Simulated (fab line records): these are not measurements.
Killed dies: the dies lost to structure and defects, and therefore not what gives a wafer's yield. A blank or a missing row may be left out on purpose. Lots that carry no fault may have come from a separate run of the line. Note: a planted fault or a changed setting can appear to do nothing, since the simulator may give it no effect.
Comparing a struck lot with a sound one ; flow sfq-line ; 26 out of 325 route steps
Sound: the wafers L756.1, L756.2, L756.3. Wafers struck: L764.1, L764.4, L764.5. The cause is given at the end.
For every step that has rows: the tool of each side, followed by ch and its chambers, followed by its first start. Under that, the readings that differ: sound wafers ; struck wafers ; difference of the means ; sigmas: that difference in standard deviations of wafers without a fault.
alike: words and numbers the same on both sides, and readings whose means are apart by under 2 such deviations; not compared: readings that were withheld, readings missing a value for some wafer, numbers with overlapping values and no deviation given by the record, and bounds like >300 which may hide the same value.
Wherever a step has rows on one side only, a row that says differs or no value, or a row with sigmas, the two part there. Numbers that don't overlap but have no deviation are shown without sigmas and don't part them. Lack of a reading on every wafer of one side parts them only where that side has two or more wafers.

SFQ_L0_RS_MEAS_901: a four-point-probe measurement.
  sound on film-metro-04, day 2 13:34; struck on film-metro-04, day 4 05:34
  alike: L0_MONX_KI_RS
SFQ_L0_THK_MEAS_902: measures by xrf.
  sound on film-metro-04, day 2 13:41; struck on film-metro-04, day 4 05:41
  alike: L0_MONX_KI_THK
then, 6 steps without rows for these wafers: SFQ_TRILAYER_L0_LITHO_COAT_010 (resist thk 62 nm); SFQ_TRILAYER_L0_LITHO_COAT_005 (resist thk 594.7 nm); SFQ_TRILAYER_L0_LITHO_SOFTBAKE_009; SFQ_TRILAYER_L0_LITHO_EXPOSE_006 (exposes mask L0, target cd 2000 nm); SFQ_TRILAYER_L0_LITHO_PEB_008 (peb time 60 s); SFQ_TRILAYER_L0_LITHO_DEVELOP_007 (time 60 s).
-- the record jumps here: 3 days lie between the struck wafers' starts before and after --
SFQ_TRILAYER_L0_BARC_OPEN_METAL_ETCH_010: etches BARC in O2, target depth 125 nm, time 41.7 s.
  sound on rie-metal-01 ch 0,1, day 4 20:01; struck on rie-metal-04 ch 0,1, day 7 05:57
  alike: drypump-motor-current-A, he-backside-leak-sccm, oes-product-au, rf-fwd-power-W
  not compared: rf-hours-counter-h
then, 1 step without rows for these wafers: SFQ_TRILAYER_L0_ETCH_METAL_ETCH_008 (etches MoNx KI in SF6/O2, stops on SiO2, target depth 50 nm, time 25 s).
SFQ_TRILAYER_L0_STRIP_STRIP_009: strips in O2.
  sound on rie-metal-01 ch 0,1, day 4 20:07; struck on rie-metal-04 ch 0,1, day 7 06:03
  alike: drypump-motor-current-A, he-backside-leak-sccm, oes-product-au, platen-temp-c
  not compared: rf-hours-counter-h
then, 1 step without rows for these wafers: SFQ_TRILAYER_L0_STRIP_SOLV_CLEAN_010 (cleans in NMP, time 600 s).
SFQ_TRILAYER_L0_CAP_PECVD_011: deposits SiO2 from SiH4/N2O, time 13.333 s, target thk 60 nm.
  sound on pecvd-02 ch 0,1,2, day 4 20:53; struck on pecvd-02 ch 0,2, day 7 07:02
  alike: heater-power-w, rf-fwd-power-W, throttle-valve-pct
then, 6 steps without rows for these wafers: SFQ_TRILAYER_L0_VIA_LITHO_COAT_018 (resist thk 62.55 nm); SFQ_TRILAYER_L0_VIA_LITHO_COAT_013 (resist thk 650 nm); SFQ_TRILAYER_L0_VIA_LITHO_SOFTBAKE_017; SFQ_TRILAYER_L0_VIA_LITHO_EXPOSE_014 (exposes mask L0V, target cd 700 nm); SFQ_TRILAYER_L0_VIA_LITHO_PEB_016 (peb time 60 s); SFQ_TRILAYER_L0_VIA_LITHO_DEVELOP_015 (time 60 s).
-- the record jumps here: 4 days lie between the struck wafers' starts before and after --
SFQ_L0V_OVL_MEAS_903:
  sound on overlay-01, day 8 01:09; struck on overlay-01, day 11 12:17
  alike: L0V_OVL
SFQ_TRILAYER_L0_VIA_BARC_OPEN_VIA_ETCH_021: etches BARC in O2, target depth 125 nm, time 41.7 s.
  sound on rie-diel-02 ch 0,1,2, day 8 01:11; struck on rie-diel-02 ch 2,3, day 11 12:19
  alike: drypump-motor-current-A, oes-product-au, rf-fwd-power-W
  not compared: rf-hours-counter-h
SFQ_TRILAYER_L0_VIA_ETCH_VIA_ETCH_016: etches SiO2 in CHF3, stops on MoNx KI, target depth 80 nm.
  sound on rie-diel-02 ch 0,1,2, day 8 01:13; struck on rie-diel-02 ch 2,3, day 11 12:21
reading;sound;struck;difference;sigmas
oes-product-au (a.u.);0.833 0.828 0.836;1.000 0.988 0.997;+0.163;+22
model.L0V.feature-depth-nm (nm);58.21 58.63 59.16;79.26 78.68 79.44;+20.46;
model.etch.depth-nm (nm);58.21 58.63 59.16;79.26 78.68 79.44;+20.46;
  alike: drypump-motor-current-A, rf-fwd-power-W
SFQ_TRILAYER_L0_VIA_STRIP_STRIP_017: strips in O2.
  sound on rie-metal-04 ch 0,1, day 8 01:16; struck on rie-metal-02 ch 0,1, day 11 12:24
  alike: drypump-motor-current-A, he-backside-leak-sccm, oes-product-au, platen-temp-c
  not compared: rf-hours-counter-h
then, 1 step without rows for these wafers: SFQ_TRILAYER_L0_VIA_STRIP_SOLV_CLEAN_018 (cleans in NMP, time 600 s).
SFQ_TRILAYER_M0_DEP_PRE_CLEAN_020: time 15 s.
  sound on pvd-sputter-06, day 8 02:03; struck on pvd-sputter-06, day 11 13:10
reading;sound;struck;difference;sigmas
model.SiO2_of_TRILAYER_L0_CAP_PECVD_011.thk-nm (nm);53.21 53.63 54.16;115.9 118.1 116.7;+63.2;
SFQ_TRILAYER_M0_DEP_SPUTTER_019: material Nb, target thk 200 nm, time 133.3 s.
  sound on pvd-sputter-06, day 8 02:04; struck on pvd-sputter-06, day 11 13:12
  alike: throttle-valve-pct

WHERE THEY PART
Within this record, at SFQ_TRILAYER_L0_VIA_ETCH_VIA_ETCH_016 only. Later steps at which nothing parts them and some readings are alike: SFQ_TRILAYER_L0_VIA_STRIP_STRIP_017, SFQ_TRILAYER_M0_DEP_SPUTTER_019.

WHY: what had been put in by the simulator
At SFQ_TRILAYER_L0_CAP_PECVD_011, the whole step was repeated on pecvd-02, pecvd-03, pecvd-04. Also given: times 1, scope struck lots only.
